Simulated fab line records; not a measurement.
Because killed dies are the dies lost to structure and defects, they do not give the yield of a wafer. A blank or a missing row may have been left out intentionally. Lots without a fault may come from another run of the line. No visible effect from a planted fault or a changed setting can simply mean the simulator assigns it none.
fab line records + flow gf180mcu
record
- lots=12
- wafers=35
- lastDay=34
route steps=602 shown M4@471 MIM@503
lots that met no fault: from a run of the same line without faults
startH: hours from the record's first day to the start of the lot's first wafer shown + waitH: how many hours have passed since the lot's step before this one + " as in the row above + L1.1+2: a single row standing in for several wafers + - no value present, or no start provided + * or withheld: withheld + < > ~ a bound
route shown NAME@n: names a module that has steps shown in the file, with the first one's number in the route + usual: mean/standard deviation taken from wafers without a fault + same: alike in all rows + chamber/n: place in a boat + sites: the reading at each site + _std_site: the values' standard deviation + _edge_site: the outer-site mean with the inner-site mean subtracted + radiusMm: for every site, how far away it sits from the centre of the wafer + mask NAME#n: copy n + behind: the tool/chamber that last shaped the wafer + hold: why the lot went on hold/how many hours it stayed there/how the hold came to an end + device: names the non-switching transistor (n, p or np) + end of line: the tests these same wafers got at the end of their route + a step with no rows: only its recipe + killed: at the first sort, the dies lost to defects and structure; wafer yield is something else + map: shows each die of a wafer: x if killed, . if not, _ if none is there
set.NAME: the setting the step ran with; set.NAME@STEP: the setting that earlier step ran with + model.NAME: the simulator's own value behind a step, which no gauge read
route steps across a sampled set of lots; one table per step, one row per wafer
services: a tool's chamber out of use, with start hour (startH, from the record's first day; less than 0 if before it), hours out, and reason
## steps
# step GF_M4_OVL_MEAS_15
# usual
- M4_OVL=0/5.8
| lot.wafer | tool       | chamber | startH | waitH | M4_OVL[nm] |
|-----------|------------|---------|--------|-------|------------|
| L566.2    | overlay-02 | -       | 556.71 | 0.1   | 7          |
| L566.3    | "          | -       | "      | "     | -1         |
| L566.4    | "          | -       | "      | "     | 2          |
| L568.1    | overlay-02 | -       | 572.96 | 0.1   | 18         |
| L568.3    | "          | -       | "      | "     | 18         |
| L568.5    | "          | -       | "      | "     | 10         |
| L569.1    | overlay-01 | -       | 587.19 | 0.1   | -3         |
| L569.4    | "          | -       | "      | "     | 2          |
| L569.5    | "          | -       | "      | "     | 3          |
| L570.1    | overlay-01 | -       | 597.74 | 0.1   | 5          |
| L570.4    | "          | -       | "      | "     | 1          |
| L570.5    | "          | -       | "      | "     | -1         |
| L572.3    | overlay-02 | -       | 603.56 | 0.1   | -1         |
| L572.5    | "          | -       | "      | "     | 0          |
| L572.6    | "          | -       | "      | "     | -3         |
| L571.1    | overlay-02 | -       | 604.25 | 0.1   | -4         |
| L571.2    | "          | -       | "      | "     | -3         |
| L571.3    | "          | -       | "      | "     | -5         |
| L575.3    | overlay-01 | -       | 633.85 | 0.1   | 6          |
| L575.5    | "          | -       | "      | "     | 2          |
| L575.6    | "          | -       | "      | "     | 1          |
| L576.1    | overlay-02 | -       | 641.20 | 0.1   | 1          |
| L576.2    | "          | -       | "      | "     | 1          |
| L576.6    | "          | -       | "      | "     | 4          |
| L578.2    | overlay-01 | -       | 646.10 | 0.1   | -2         |
| L578.3    | "          | -       | "      | "     | 2          |
| L578.5    | "          | -       | "      | "     | -10        |
| L586.2    | overlay-02 | -       | 702.06 | 0.1   | 6          |
| L586.5    | "          | -       | "      | "     | -4         |
| L587.2    | overlay-02 | -       | 705.25 | 0.1   | 4          |
| L587.5    | "          | -       | "      | "     | -3         |
| L587.6    | "          | -       | "      | "     | -3         |
| L588.1    | overlay-02 | -       | 710.30 | 0.1   | 9          |
| L588.4    | "          | -       | "      | "     | 5          |
| L588.6    | "          | -       | "      | "     | 2          |
# step GF_MIM_SPUTTER_00
# recipe
- material=Ti
- targetThkNm=37.5
- arrivingIonEnergyEv=80
- substrateTempC=200
- chamberPressurePa=2
- powerW=4000
- timeS=150
# usual
- chamberPressurePa=2.001/0.0041
- throttleValvePct=29.9/1
| lot.wafer | tool          | chamber | startH | waitH | chamberPressurePa | throttleValvePct |
|-----------|---------------|---------|--------|-------|-------------------|------------------|
| L566.2    | pvdSputter-03 | -       | 581.64 | 0.1   | 2.001             | 29.3             |
| L566.3    | "             | -       | "      | "     | 2.004             | 30.6             |
| L566.4    | "             | -       | "      | "     | 2.003             | 30.8             |
| L568.1    | pvdSputter-01 | -       | 597.16 | 0.1   | 2.008             | 30.5             |
| L568.3    | "             | -       | "      | "     | 1.998             | 30.1             |
| L568.5    | "             | -       | "      | "     | 1.997             | 30.4             |
| L569.1    | pvdSputter-01 | -       | 610.39 | 0.1   | 2.001             | 28.9             |
| L569.4    | "             | -       | "      | "     | 1.997             | 30.6             |
| L569.5    | "             | -       | "      | "     | 2.000             | 30.6             |
| L570.1    | pvdSputter-02 | -       | 620.69 | 0.2   | 1.998             | 29.1             |
| L570.4    | "             | -       | "      | "     | 2.013             | 32.1             |
| L570.5    | "             | -       | "      | "     | 1.998             | 30.3             |
| L572.3    | pvdSputter-01 | -       | 627.20 | 0.1   | 2.004             | 29.3             |
| L572.5    | "             | -       | "      | "     | 2.005             | 28.7             |
| L572.6    | "             | -       | "      | "     | 2.002             | 30.4             |
| L571.1    | pvdSputter-02 | -       | 627.82 | 0.1   | 1.996             | 31.8             |
| L571.2    | "             | -       | "      | "     | 2.004             | 30.4             |
| L571.3    | "             | -       | "      | "     | 2.004             | 30.7             |
| L575.3    | pvdSputter-03 | -       | 656.62 | 0.2   | 1.999             | 29.3             |
| L575.5    | "             | -       | "      | "     | 1.999             | 29.0             |
| L575.6    | "             | -       | "      | "     | 2.005             | 30.8             |
| L576.1    | pvdSputter-01 | -       | 662.98 | 0.1   | 2.004             | 29.9             |
| L576.2    | "             | -       | "      | "     | 2.003             | 28.9             |
| L576.6    | "             | -       | "      | "     | 1.998             | 30.5             |
| L578.2    | pvdSputter-01 | -       | 668.04 | 0.1   | 2.010             | 28.9             |
| L578.3    | "             | -       | "      | "     | 1.994             | 30.3             |
| L578.5    | "             | -       | "      | "     | 2.005             | 28.6             |
| L586.2    | pvdSputter-02 | -       | 723.79 | 0.2   | 1.991             | 30.1             |
| L586.5    | "             | -       | "      | "     | 2.000             | 29.1             |
| L587.2    | pvdSputter-03 | -       | 726.38 | 0.2   | 2.003             | 30.7             |
| L587.5    | "             | -       | "      | "     | 2.006             | 28.8             |
| L587.6    | "             | -       | "      | "     | 1.999             | 29.2             |
| L588.1    | pvdSputter-01 | -       | 752.27 | 0.1   | 2.000             | 29.4             |
| L588.4    | "             | -       | "      | "     | 2.002             | 29.8             |
| L588.6    | "             | -       | "      | "     | 1.998             | 30.4             |
# step GF_MIM_CVD_05
# recipe
- material=Si3N4
- targetThkNm=42
- tempMaxC=400
- tempC=385
- timeS=29.086
- rfW=450
# usual
- heaterPowerW=653/91
| lot.wafer | tool     | chamber | startH | waitH | heaterPowerW |
|-----------|----------|---------|--------|-------|--------------|
| L566.2    | pecvd-03 | 0       | 581.86 | 0.0   | 805          |
| L566.3    | "        | 1       | "      | "     | 691          |
| L566.4    | "        | 2       | "      | "     | 723          |
| L568.1    | pecvd-03 | 2       | 597.41 | 0.0   | 719          |
| L568.3    | "        | 0       | "      | "     | 730          |
| L568.5    | "        | 2       | "      | "     | 719          |
| L569.1    | pecvd-03 | 0       | 610.64 | 0.0   | 846          |
| L569.4    | "        | 0       | "      | "     | 879          |
| L569.5    | "        | 1       | "      | "     | 624          |
| L570.1    | pecvd-02 | 2       | 620.91 | 0.0   | 709          |
| L570.4    | "        | 1       | "      | "     | 539          |
| L570.5    | "        | 0       | "      | "     | 545          |
| L572.3    | pecvd-03 | 2       | 627.45 | 0.0   | 616          |
| L572.5    | "        | 2       | "      | "     | 634          |
| L572.6    | "        | 1       | "      | "     | 583          |
| L571.1    | pecvd-01 | 2       | 628.04 | 0.0   | 520          |
| L571.2    | "        | 1       | "      | "     | 678          |
| L571.3    | "        | 0       | "      | "     | 729          |
| L575.3    | pecvd-03 | 1       | 656.84 | 0.0   | 671          |
| L575.5    | "        | 2       | "      | "     | 692          |
| L575.6    | "        | 1       | "      | "     | 688          |
| L576.1    | pecvd-01 | 2       | 663.20 | 0.0   | 590          |
| L576.2    | "        | 1       | "      | "     | 553          |
| L576.6    | "        | 1       | "      | "     | 576          |
| L578.2    | pecvd-01 | 1       | 668.26 | 0.0   | 635          |
| L578.3    | "        | 2       | "      | "     | 560          |
| L578.5    | "        | 0       | "      | "     | 684          |
| L586.2    | pecvd-01 | 0       | 724.01 | 0.0   | 744          |
| L586.5    | "        | 2       | "      | "     | 588          |
| L587.2    | pecvd-01 | 1       | 726.60 | 0.0   | 676          |
| L587.5    | "        | 1       | "      | "     | 687          |
| L587.6    | "        | 2       | "      | "     | 509          |
| L588.1    | pecvd-02 | 1       | 752.49 | 0.0   | 545          |
| L588.4    | "        | 2       | "      | "     | 730          |
| L588.6    | "        | 1       | "      | "     | 534          |
# step GF_MIM_THK_MEAS_06
# recipe
- reads=Si3N4_of_MIM_CVD_05
# usual
- MIM_CVD_05_THK=42.2/0.6
| lot.wafer | tool         | chamber | startH | waitH | MIM_CVD_05_THK[nm] |
|-----------|--------------|---------|--------|-------|--------------------|
| L566.2    | filmMetro-03 | -       | 581.90 | 0.0   | 42.1               |
| L566.3    | "            | -       | "      | "     | 41.6               |
| L566.4    | "            | -       | "      | "     | 42.5               |
| L568.1    | filmMetro-03 | -       | 597.44 | 0.0   | 41.9               |
| L568.3    | "            | -       | "      | "     | 41.4               |
| L568.5    | "            | -       | "      | "     | 42.7               |
| L569.1    | filmMetro-01 | -       | 610.67 | 0.0   | 42.3               |
| L569.4    | "            | -       | "      | "     | 43.1               |
| L569.5    | "            | -       | "      | "     | 42.7               |
| L570.1    | filmMetro-02 | -       | 620.94 | 0.0   | 42.0               |
| L570.4    | "            | -       | "      | "     | 42.4               |
| L570.5    | "            | -       | "      | "     | 42.1               |
| L572.3    | filmMetro-01 | -       | 627.50 | 0.0   | 42.3               |
| L572.5    | "            | -       | "      | "     | 43.3               |
| L572.6    | "            | -       | "      | "     | 42.5               |
| L571.1    | filmMetro-01 | -       | 628.07 | 0.0   | 41.2               |
| L571.2    | "            | -       | "      | "     | 41.5               |
| L571.3    | "            | -       | "      | "     | 42.3               |
| L575.3    | filmMetro-02 | -       | 656.89 | 0.0   | 42.3               |
| L575.5    | "            | -       | "      | "     | 43.1               |
| L575.6    | "            | -       | "      | "     | 42.6               |
| L576.1    | filmMetro-02 | -       | 663.23 | 0.0   | 41.0               |
| L576.2    | "            | -       | "      | "     | 42.6               |
| L576.6    | "            | -       | "      | "     | 43.0               |
| L578.2    | filmMetro-03 | -       | 668.30 | 0.0   | 42.1               |
| L578.3    | "            | -       | "      | "     | 40.8               |
| L578.5    | "            | -       | "      | "     | 42.8               |
| L586.2    | filmMetro-03 | -       | 724.05 | 0.0   | 41.6               |
| L586.5    | "            | -       | "      | "     | 46.7               |
| L587.2    | filmMetro-01 | -       | 726.64 | 0.0   | 41.6               |
| L587.5    | "            | -       | "      | "     | 46.4               |
| L587.6    | "            | -       | "      | "     | 42.1               |
| L588.1    | filmMetro-02 | -       | 752.52 | 0.0   | 41.6               |
| L588.4    | "            | -       | "      | "     | 42.4               |
| L588.6    | "            | -       | "      | "     | 43.1               |
# step GF_MIM_METAL_ETCH_19
# recipe
- chemistry=Cl2/BCl3
- maskMaterial=NOVOLAK
- stopOn=Si3N4
- targetDepthNm=324.5
- pressureMtorr=8
- icpW=800
- biasW=140
- Cl2_flow_sccm=80
- bcl3FlowSccm=40
- timeS=54.1
# usual
- bcl3FlowSccm=39.99/0.12
- chamberPressureMTorr=8.001/0.0075
- drypumpMotorCurrentA=5.7/0.54
- oesProductAu=0.943/0.0072
- throttleValvePct=28.283/0.013
| lot.wafer | tool        | chamber | startH | waitH | bcl3FlowSccm | chamberPressureMTorr | drypumpMotorCurrentA | oesProductAu | rfHoursCounterH | throttleValvePct |
|-----------|-------------|---------|--------|-------|--------------|----------------------|----------------------|--------------|-----------------|------------------|
| L566.2    | rieMetal-02 | 0       | 602.52 | 0.1   | 40.08        | 8.007                | 5.8                  | 0.952        | 7.4             | 28.284           |
| L566.3    | "           | 0       | "      | "     | 40.03        | 8.011                | 5.8                  | 0.949        | -               | 28.286           |
| L566.4    | "           | 1       | "      | "     | 39.95        | 7.998                | 6.2                  | 0.949        | -               | 28.262           |
| L568.1    | rieMetal-01 | 1       | 618.37 | 0.1   | 39.88        | 7.993                | 5.4                  | 0.938        | 11.7            | 28.295           |
| L568.3    | "           | 1       | "      | "     | 39.94        | 8.004                | 5.4                  | 0.949        | -               | 28.276           |
| L568.5    | "           | 1       | "      | "     | 40.06        | 7.988                | 5.4                  | 0.948        | -               | 28.269           |
| L569.1    | rieMetal-02 | 1       | 630.82 | 0.1   | 40.06        | 8.000                | 6.2                  | 0.948        | 11.5            | 28.286           |
| L569.4    | "           | 0       | "      | "     | 39.94        | 8.003                | 5.8                  | 0.951        | -               | 28.270           |
| L569.5    | "           | 0       | "      | "     | 39.94        | 8.016                | 5.8                  | 0.938        | -               | 28.292           |
| L570.1    | rieMetal-02 | 1       | 640.72 | 0.1   | 39.90        | 7.997                | 6.2                  | 0.949        | 11.7            | 28.264           |
| L570.4    | "           | 1       | "      | "     | 39.81        | 7.990                | 6.2                  | 0.947        | -               | 28.283           |
| L570.5    | "           | 0       | "      | "     | 39.97        | 8.009                | 5.8                  | 0.936        | -               | 28.282           |
| L572.3    | rieMetal-04 | 0       | 647.85 | 0.1   | 40.01        | 8.002                | 6.2                  | 0.943        | -               | 28.280           |
| L572.5    | "           | 0       | "      | "     | 39.83        | 8.005                | 6.1                  | 0.941        | -               | 28.289           |
| L572.6    | "           | 1       | "      | "     | 39.98        | 8.006                | 4.9                  | 0.933        | -               | 28.284           |
| L571.1    | rieMetal-01 | 1       | 648.12 | 0.1   | 39.93        | 8.011                | 5.4                  | 0.945        | 13.0            | 28.283           |
| L571.2    | "           | 0       | "      | "     | 40.08        | 7.983                | 6.3                  | 0.931        | 12.3            | 28.293           |
| L571.3    | "           | 1       | "      | "     | 39.97        | 8.007                | 5.4                  | 0.922        | -               | 28.309           |
| L575.3    | rieMetal-04 | 0       | 676.29 | 0.1   | 39.91        | 7.998                | 6.2                  | 0.940        | -               | 28.275           |
| L575.5    | "           | 0       | "      | "     | 40.14        | 7.991                | 6.1                  | 0.954        | -               | 28.296           |
| L575.6    | "           | 1       | "      | "     | 39.83        | 8.003                | 4.8                  | 0.937        | -               | 28.276           |
| L576.1    | rieMetal-02 | 0       | 682.62 | 0.1   | 39.96        | 7.999                | 5.8                  | 0.936        | 9.8             | 28.287           |
| L576.2    | "           | 1       | "      | "     | 40.21        | 7.997                | 6.2                  | 0.937        | 13.1            | 28.296           |
| L576.6    | "           | 1       | "      | "     | 40.27        | 7.993                | 6.1                  | 0.939        | -               | 28.278           |
| L578.2    | rieMetal-02 | 0       | 687.02 | 0.1   | 40.00        | 8.003                | 5.8                  | 0.944        | 9.9             | 28.283           |
| L578.3    | "           | 0       | "      | "     | 40.07        | 8.001                | 5.8                  | 0.948        | -               | 28.273           |
| L578.5    | "           | 0       | "      | "     | 39.98        | 7.992                | 5.8                  | 0.941        | -               | 28.298           |
| L586.2    | rieMetal-04 | 1       | 738.97 | 0.1   | 40.01        | 7.995                | 4.8                  | 0.943        | 8.6             | 28.280           |
| L586.5    | "           | 0       | "      | "     | 39.95        | 8.006                | 6.1                  | 0.945        | -               | 28.279           |
| L587.2    | rieMetal-04 | 1       | 740.32 | 0.1   | 40.25        | 8.007                | 4.9                  | 0.929        | 8.7             | 28.290           |
| L587.5    | "           | 1       | "      | "     | 40.02        | 7.988                | 4.9                  | 0.945        | -               | 28.277           |
| L587.6    | "           | 0       | "      | "     | 40.01        | 7.995                | 6.2                  | 0.948        | -               | 28.284           |
| L588.1    | rieMetal-04 | 0       | 758.57 | 0.1   | 40.16        | 7.998                | 6.1                  | 0.944        | 11.8            | 28.302           |
| L588.4    | "           | 0       | "      | "     | 40.19        | 7.993                | 6.1                  | 0.941        | -               | 28.290           |
| L588.6    | "           | 0       | "      | "     | 40.07        | 7.999                | 6.1                  | 0.940        | -               | 28.298           |
## services
| tool          | chamber | startH | hours | kind                  |
|---------------|---------|--------|-------|-----------------------|
| pecvd-03      | -       | 564.38 | 2.1   | repair                |
| pecvd-03      | -       | 574.69 | 1.5   | repair                |
| pecvd-01      | 1       | 576.65 | 17.4  | repair                |
| pvdSputter-01 | 2       | 581.21 | -     | consumableReplace:kit |
| pvdSputter-01 | 2       | 581.21 | 18.0  | scheduledDown         |
| pvdSputter-01 | 2       | 581.21 | 18.0  | ventCycle             |
| pecvd-01      | -       | 591.12 | 14.0  | pm                    |
| pvdSputter-02 | -       | 591.56 | 0.6   | repair                |
| pvdSputter-03 | -       | 609.21 | 2.7   | repair                |
| pecvd-01      | -       | 619.03 | 5.5   | pm                    |
| pvdSputter-01 | -       | 631.86 | 8.5   | repair                |
| pecvd-01      | -       | 637.90 | 0.8   | repair                |
| rieMetal-02   | -       | 646.82 | 1.4   | repair                |
| rieMetal-01   | 0       | 653.32 | 3.5   | repair                |
| pecvd-01      | 0       | 654.99 | 5.8   | repair                |
| pecvd-02      | -       | 659.52 | 2.8   | repair                |
| pecvd-02      | -       | 669.44 | 2.8   | pm                    |
| pvdSputter-03 | -       | 682.18 | 2.4   | repair                |
| rieMetal-02   | -       | 683.72 | 1.0   | repair                |
| rieMetal-02   | -       | 691.19 | 1.4   | pm                    |
| pecvd-01      | -       | 710.42 | 13.0  | repair                |
| pvdSputter-02 | -       | 745.47 | 0.8   | repair                |
| rieMetal-02   | 1       | 747.65 | 12.5  | repair                |
| pecvd-01      | -       | 756.21 | 1.6   | repair                |
## key
firstSign
- step=GF_MIM_THK_MEAS_06
- reading=MIM_CVD_05_THK
- direction=up
- sigmas=7.4
- usual=42.2
- struck=46.6
effect none on later readings
metAt GF_MIM_CVD_05
struckLots L586,L587
struckWafers L586.5,L587.5
notActingAt GF_M4_OVL_MEAS_15,GF_MIM_SPUTTER_00,GF_MIM_METAL_ETCH_19
onsetBetween 668.26 724.01
fault
- kind=processParameterDrift
- tool=pecvd-01
- chamber=-
- onsetH=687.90
- steps=GF_MIM_CVD_05
- channel=targetThkNm
- offset=4.4786
- shape=step
- endH=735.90
- scope=struckWafersOnly
- actsIn=theseRecipesOnly
- stated=42
